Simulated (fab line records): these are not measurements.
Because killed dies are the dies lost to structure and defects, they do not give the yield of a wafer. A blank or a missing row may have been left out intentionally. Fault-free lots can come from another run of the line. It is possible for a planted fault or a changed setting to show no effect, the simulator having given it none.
Which tool is to blame? ; flow gf180mcu ; 13 lots with 39 wafers sampled at 5 steps, on a route of 602 steps

WHAT THE GAUGES SHOWED, per wafer
GF_NWELL_OVL_MEAS_07.
lot;measured;on;NWELL_OVL (nm)
L392;day 3 08:55;overlay-02;0.6 0.5 0.9
L393;day 3 13:17;overlay-02;-1.1 0.1 0.3
L397;day 4 11:28;overlay-02;-1.0 0.5 0.0
L399;day 4 19:12;overlay-02;2.3 0.9 2.6
L402;day 5 13:05;overlay-01;1.3 1.8 0.1
L403;day 5 17:14;overlay-02;0.3 -1.1 -0.8
L405;day 6 11:08;overlay-02;3.2 2.6 1.3
L407;day 6 23:32;overlay-02;1.9 1.2 1.2
L408;day 7 03:23;overlay-01;0.7 0.3 -1.2
L409;day 7 06:40;overlay-01;2.4 3.4 3.3
L410;day 7 15:05;overlay-02;-0.1 -0.9 -0.2
L413;day 8 04:52;overlay-01;1.4 -0.6 1.9
L414;day 8 05:50;overlay-02;2.0 1.6 -0.1

GF_VT_IMPLANT_RS_MEAS_47: measures by four-point-probe.
lot;measured;on;NWELL_RS (ohm/sq)
L392;day 7 12:41;film-metro-04;488.1 486.6 487.6
L393;day 7 17:33;film-metro-02;487.5 486.9 486.8
L397;day 8 22:22;film-metro-03;489.7 489.3 489.0
L399;day 9 05:13;film-metro-04;488.1 488.7 489.5
L402;day 10 05:09;film-metro-03;484.0 484.3 483.2
L403;day 10 11:48;film-metro-03;481.7 482.1 481.1
L405;day 11 09:50;film-metro-03;489.7 487.6 487.4
L407;day 12 02:48;film-metro-04;486.9 487.6 486.6
L408;day 12 06:18;film-metro-02;488.3 488.9 489.4
L409;day 12 11:43;film-metro-02;487.4 488.4 487.2
L410;day 12 21:34;film-metro-04;487.0 486.6 486.5
L413;day 13 13:37;film-metro-02;486.8 487.1 489.0
L414;day 13 16:07;film-metro-02;487.1 486.6 487.7

GF_POLY_GATE_CD_MEAS_10 targets a cd of 280 nm.
lot;measured;on;cd-nm (nm)
L392;day 9 01:38;cd-sem-01;279.2 279.5 277.1
L393;day 9 07:04;cd-sem-02;278.8 280.0 279.1
L397;day 10 17:11;cd-sem-01;281.3 282.4 281.6
L399;day 10 23:44;cd-sem-02;278.2 277.9 279.3
L402;day 11 23:59;cd-sem-01;280.0 280.2 280.0
L403;day 12 06:50;cd-sem-01;279.0 279.8 280.2
L405;day 13 06:52;cd-sem-01;276.2 276.7 276.5
L407;day 13 23:14;cd-sem-01;280.3 280.2 279.6
L408;day 14 03:56;cd-sem-02;280.2 280.9 282.0
L409;day 14 10:58;cd-sem-02;278.8 279.7 280.4
L410;day 14 20:30;cd-sem-02;280.6 280.4 282.0
L413;day 15 12:08;cd-sem-02;281.3 282.5 280.9
L414;day 15 15:28;cd-sem-01;278.4 278.4 278.6

WHICH TOOL RAN EACH LOT (tool, then ch and the chambers of the sampled wafers, then the start)
lot;GF_NWELL_IMPLANT_08;GF_VT_IMPLANT_STRIP_31
L392;implanter-01 ch 0, day 3 08:58;plasma-asher-02 ch 0,1, day 6 20:36
L393;implanter-01 ch 0, day 3 13:19;plasma-asher-01 ch 0,1, day 7 01:14
L397;implanter-01 ch 0, day 4 11:31;plasma-asher-01 ch 0,1, day 8 05:21
L399;implanter-01 ch 0, day 4 19:15;plasma-asher-03 ch 0,1, day 8 12:09
L402;implanter-01 ch 0, day 5 13:08;plasma-asher-03 ch 0,1, day 9 11:07
L403;implanter-01 ch 0, day 5 17:17;plasma-asher-01 ch 0,1, day 9 17:07
L405;implanter-02 ch 0, day 6 11:12;plasma-asher-03 ch 0,1, day 10 15:31
L407;implanter-02 ch 0, day 6 23:35;plasma-asher-01 ch 0,1, day 11 06:43
L408;implanter-04 ch 0, day 7 03:27;plasma-asher-01 ch 0,1, day 11 10:31
L409;implanter-02 ch 0, day 7 06:44;plasma-asher-03 ch 0, day 11 15:42
L410;implanter-04 ch 0, day 7 15:09;plasma-asher-02 ch 0,1, day 12 01:13
L413;implanter-02 ch 0, day 8 04:54;plasma-asher-01 ch 0,1, day 12 17:01
L414;implanter-04 ch 0, day 8 05:52;plasma-asher-03 ch 0,1, day 12 19:25
- GF_NWELL_IMPLANT_08
- GF_VT_IMPLANT_STRIP_31: strips in O2/N2.

WHAT THE TOOLS THEMSELVES READ (means of the sampled wafers that have a number; where no wafer has one, the mark that the record gives instead)
GF_NWELL_IMPLANT_08.
lot;tool;beam-energy-keV
L392;implanter-01;449.96
L393;implanter-01;450.01
L397;implanter-01;449.93
L399;implanter-01;449.93
L402;implanter-01;471.75
L403;implanter-01;471.69
L405;implanter-02;450.07
L407;implanter-02;449.99
L408;implanter-04;450.07
L409;implanter-02;449.70
L410;implanter-04;449.92
L413;implanter-02;449.93
L414;implanter-04;449.87

GF_VT_IMPLANT_STRIP_31.
lot;tool;drypump-motor-current-A (A);heater-power-w (W);oes-product-au (a.u.);strip-time-to-endpoint-s (s)
L392;plasma-asher-02;6.0;322;0.716;12.61
L393;plasma-asher-01;5.0;311;0.716;12.63
L397;plasma-asher-01;5.2;303;0.719;12.58
L399;plasma-asher-03;5.8;305;0.717;12.65
L402;plasma-asher-03;5.9;305;0.712;12.70
L403;plasma-asher-01;5.2;308;0.716;12.65
L405;plasma-asher-03;5.6;275;0.715;12.64
L407;plasma-asher-01;5.0;317;0.716;12.67
L408;plasma-asher-01;5.0;313;0.713;12.60
L409;plasma-asher-03;6.1;330;0.715;12.69
L410;plasma-asher-02;5.8;342;0.713;12.69
L413;plasma-asher-01;5.2;302;0.717;12.72
L414;plasma-asher-03;5.9;303;0.718;12.64

THE ANSWER, worked out from the rows above alone
Rule: the lots themselves supply what counts as usual. Put in order of their means at a reading, lots are off if they are a third of the lots or fewer, leave a main group of 4 or more, and stand apart from it by a gap of 3 or more times the standard deviation of the main group's means; of several such gaps the widest counts. A main group whose means are all the same, to the digits that the tables above print for the reading, isn't used. A lot without any number at a reading at which 4 lots or more have one is off too. Where the step has rows for the other lots, those lots are counted as sound. First the gauges in route order, then the tools' own readings, where a lot's mean is used as printed above. At the first step where some lot is off, the reading lying furthest off is the one used; lots without a number count as furthest.
Off: L402, L403, seen at GF_VT_IMPLANT_RS_MEAS_47 (NWELL_RS). Main group: mean 487.8 ohm/sq, sd 0.83.
A tool fits if, at a process step before that reading, it ran every lot that is off, and no sound lot after the first of them. Not tried: the gauges at GF_VT_IMPLANT_RS_MEAS_47; whatever is off there is also off at GF_NWELL_IMPLANT_08, on other tools, and gauge error can't account for it. One candidate fits, namely implanter-01 at GF_NWELL_IMPLANT_08. A fault onset in the window from L399 (day 4 19:15, its last sound lot) to L402 (day 5 13:08, its first lot off) fits.
On the lots that are off, the tool's own readings at GF_NWELL_IMPLANT_08 differ by more than 5 times the standard deviation of the sound lots' means, which bears it out; beam-energy-keV reads 471.72 there versus 449.94 on the sound lots.

WHAT THE SIMULATOR HAD PUT IN
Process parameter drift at GF_NWELL_IMPLANT_08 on implanter-01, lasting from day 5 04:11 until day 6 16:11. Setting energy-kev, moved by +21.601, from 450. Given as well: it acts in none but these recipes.
Shown lots that were struck: L402, L403. The rule given above showed the same thing.
